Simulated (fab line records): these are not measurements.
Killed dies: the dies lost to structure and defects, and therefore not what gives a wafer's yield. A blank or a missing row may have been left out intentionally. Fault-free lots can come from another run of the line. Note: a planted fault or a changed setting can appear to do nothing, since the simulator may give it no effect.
Which tool is to blame? -- flow gf180mcu -- Sampling: 13 lots, 37 wafers, 5 of 602 route steps

## WHAT EACH GAUGE READ, for each wafer
GF_STI_BOW_MEAS_00.
lot,measured,on,INCOMING_BOW (um)
L990,day 1 10:01,film_metro-02,-10 -7 -5
L991,day 1 15:01,film_metro-04,2 8 3
L993,day 2 01:00,film_metro-04,2 7 -13
L995,day 2 11:00,film_metro-03,-3 6 4
L996,day 2 16:01,film_metro-02,-2 -2 5
L997,day 2 21:00,film_metro-03,6 6 -2
L998,day 3 02:00,film_metro-04,12 7 9
L999,day 3 07:02,film_metro-03,0 -2 -5
L100,day 3 12:02,film_metro-02,12 4 -3
L102,day 3 22:00,film_metro-03,-1 -10 -7
L103,day 4 03:00,film_metro-03,-5 9 1
L106,day 4 18:01,film_metro-04,5 0
L108,day 5 04:01,film_metro-04,2 1

GF_MVSD_OVL_MEAS_07.
lot,measured,on,MVSD_OVL (nm)
L990,day 4 10:08,overlay-02,-2.3 0.5 -2.7
L991,day 4 18:16,overlay-01,-1.3 0.1 0.2
L993,day 5 04:17,overlay-02,0.3 2.1 0.8
L995,day 5 15:44,overlay-01,-1.9 -1.0 -1.1
L996,day 5 21:32,overlay-01,0.1 -0.9 0.2
L997,day 6 03:11,overlay-02,0.4 0.5 2.8
L998,day 6 08:23,overlay-02,0.3 1.9 1.4
L999,day 6 14:23,overlay-02,-1.4 -1.5 -0.9
L100,day 6 20:56,overlay-02,-1.2 -1.3 -3.9
L102,day 7 08:29,overlay-01,0.9 0.7 0.5
L103,day 7 12:38,overlay-02,1.5 -0.9 -0.6
L106,day 8 07:18,overlay-02,-1.5 -3.3
L108,day 9 00:18,overlay-02,-2.1 -2.1

GF_VT_IMPLANT_OVL_MEAS_07.
lot,measured,on,VT_IMPLANT_OVL (nm)
L990,day 5 14:11,overlay-01,0.6 1.3 -0.1
L991,day 5 23:23,overlay-01,-0.2 -2.5 -1.1
L993,day 6 09:29,overlay-02,1.8 -0.5 -0.6
L995,day 6 21:41,overlay-02,0.5 0.3 0.3
L996,day 7 04:39,overlay-01,-0.1 -0.5 -2.3
L997,day 7 09:53,overlay-02,0.2 -0.2 -1.5
L998,day 7 16:04,overlay-02,0.4 0.8 2.1
L999,day 7 22:29,overlay-01,-1.4 -2.1 -2.0
L100,day 8 05:56,overlay-01,0.5 -1.7 1.1
L102,day 8 18:19,overlay-02,1.1 0.9 0.0
L103,day 8 22:23,overlay-02,1.0 -0.4 0.1
L106,day 9 18:33,overlay-01,0.1 1.0
L108,day 10 12:56,overlay-01,1.5 -0.2

## EACH LOT AND THE TOOL THAT RAN IT (in order: tool; ch and the chambers of the sampled wafers; start)
lot,GF_STI_ETCH_13,GF_STI_STRIP_15
L990,"rie_diel-03 ch 1,2,3, day 2 01:49","plasma_asher-01 ch 0,1, day 2 01:58"
L991,"rie_diel-01 ch 0,2,3, day 2 07:58","plasma_asher-01 ch 0,1, day 2 08:07"
L993,"rie_diel-01 ch 0,1, day 2 17:01","plasma_asher-03 ch 0,1, day 2 17:10"
L995,"rie_diel-01 ch 0,1,3, day 3 03:02","plasma_asher-01 ch 0,1, day 3 03:11"
L996,"rie_diel-04 ch 0,1,2, day 3 08:38","plasma_asher-03 ch 0,1, day 3 08:47"
L997,"rie_diel-03 ch 0,1,2, day 3 14:30","plasma_asher-02 ch 0,1, day 3 14:40"
L998,"rie_diel-01 ch 0,1,3, day 3 18:56","plasma_asher-03 ch 0,1, day 3 19:05"
L999,"rie_diel-03 ch 0,2,3, day 3 23:48","plasma_asher-02 ch 0,1, day 3 23:59"
L100,"rie_diel-04 ch 0,1,3, day 4 06:00","plasma_asher-02 ch 0,1, day 4 06:11"
L102,"rie_diel-01 ch 0,2, day 4 15:32","plasma_asher-03 ch 0,1, day 4 15:41"
L103,"rie_diel-03 ch 0,1,2, day 4 19:58","plasma_asher-02 ch 0,1, day 4 20:07"
L106,"rie_diel-01 ch 0,2, day 5 11:30","plasma_asher-02 ch 1, day 5 11:40"
L108,"rie_diel-01 ch 2,3, day 5 22:38","plasma_asher-01 ch 0, day 5 22:47"
- GF_STI_ETCH_13: etches the open film in CHF3/O2, stops on Si, target depth 282.31 nm, time 112.9 s.
- GF_STI_STRIP_15: strips in O2/N2.

## WHAT THE TOOLS THEMSELVES READ (means of the sampled wafers that have a number; where no wafer has one, the mark that the record gives instead)
GF_STI_ETCH_13.
lot,tool,drypump_motor_current_A (A),oes_product_au (a.u.),throttle_valve_pct (%)
L990,rie_diel-03,5.5,0.842,8.818
L991,rie_diel-01,5.7,0.834,8.807
L993,rie_diel-01,6.1,0.832,8.814
L995,rie_diel-01,5.8,0.832,8.820
L996,rie_diel-04,5.5,0.837,8.817
L997,rie_diel-03,5.6,0.832,8.812
L998,rie_diel-01,5.8,0.825,8.797
L999,rie_diel-03,5.5,0.831,8.809
L100,rie_diel-04,5.8,0.845,8.808
L102,rie_diel-01,5.9,0.833,8.817
L103,rie_diel-03,5.7,0.844,8.805
L106,rie_diel-01,5.8,0.847,8.814
L108,rie_diel-01,5.4,0.833,8.813

GF_STI_STRIP_15.
lot,tool,drypump_motor_current_A (A),heater_power_w (W),o2_flow_sccm (sccm),oes_product_au (a.u.),strip_time_to_endpoint_s (s)
L990,plasma_asher-01,6.0,346,3003,0.386,3.74
L991,plasma_asher-01,6.0,346,3003,0.387,3.75
L993,plasma_asher-03,5.3,333,2996,0.382,3.68
L995,plasma_asher-01,6.0,346,3011,0.381,3.72
L996,plasma_asher-03,5.4,324,2999,0.389,3.79
L997,plasma_asher-02,5.9,305,2992,0.386,3.74
L998,plasma_asher-03,5.3,343,3004,0.387,3.75
L999,plasma_asher-02,6.0,311,3001,0.377,3.75
L100,plasma_asher-02,5.9,305,2998,0.389,3.74
L102,plasma_asher-03,5.4,328,3000,0.382,3.73
L103,plasma_asher-02,5.9,303,3003,0.388,3.72
L106,plasma_asher-02,5.7,298,3007,0.359,3.08
L108,plasma_asher-01,5.3,348,3009,0.328,2.42

## THE ANSWER, worked out from the rows above alone
Rule: the usual values come from the lots themselves. Put in order of their means at a reading, lots are off if they are a third of the lots or fewer, leave a main group of 4 or more, and stand apart from it by a gap of 3 or more times the standard deviation of the main group's means; of several such gaps the widest counts. Not used: any main group whose means are identical at the precision the tables above print for the reading. Also off: a lot with no number at a reading for which 4 or more lots have one. All remaining lots with rows at the step are treated as sound. After the gauges, taken in route order, come the tools' own readings; for these a lot's mean is taken, as printed above. At the first step where some lot is off, the reading lying furthest off is the one used; lots without a number count as furthest.
Off, at GF_STI_STRIP_15 on strip_time_to_endpoint_s: L106, L108. For the main group the mean is 3.74 s and the standard deviation 0.026.
If a tool, at that step or one of the process steps before it, ran each lot that is off and ran no sound lot following the first of them, it fits. One fits: GF_STI_ETCH_13 on rie_diel-01. A fault onset in the window from L102 (day 4 15:32, its last sound lot) to L106 (day 5 11:30, its first lot off) fits.

## WHAT THE SIMULATOR HAD PUT IN
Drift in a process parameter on rie_diel-01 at GF_STI_ETCH_13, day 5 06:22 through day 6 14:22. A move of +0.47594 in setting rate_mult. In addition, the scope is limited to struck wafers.
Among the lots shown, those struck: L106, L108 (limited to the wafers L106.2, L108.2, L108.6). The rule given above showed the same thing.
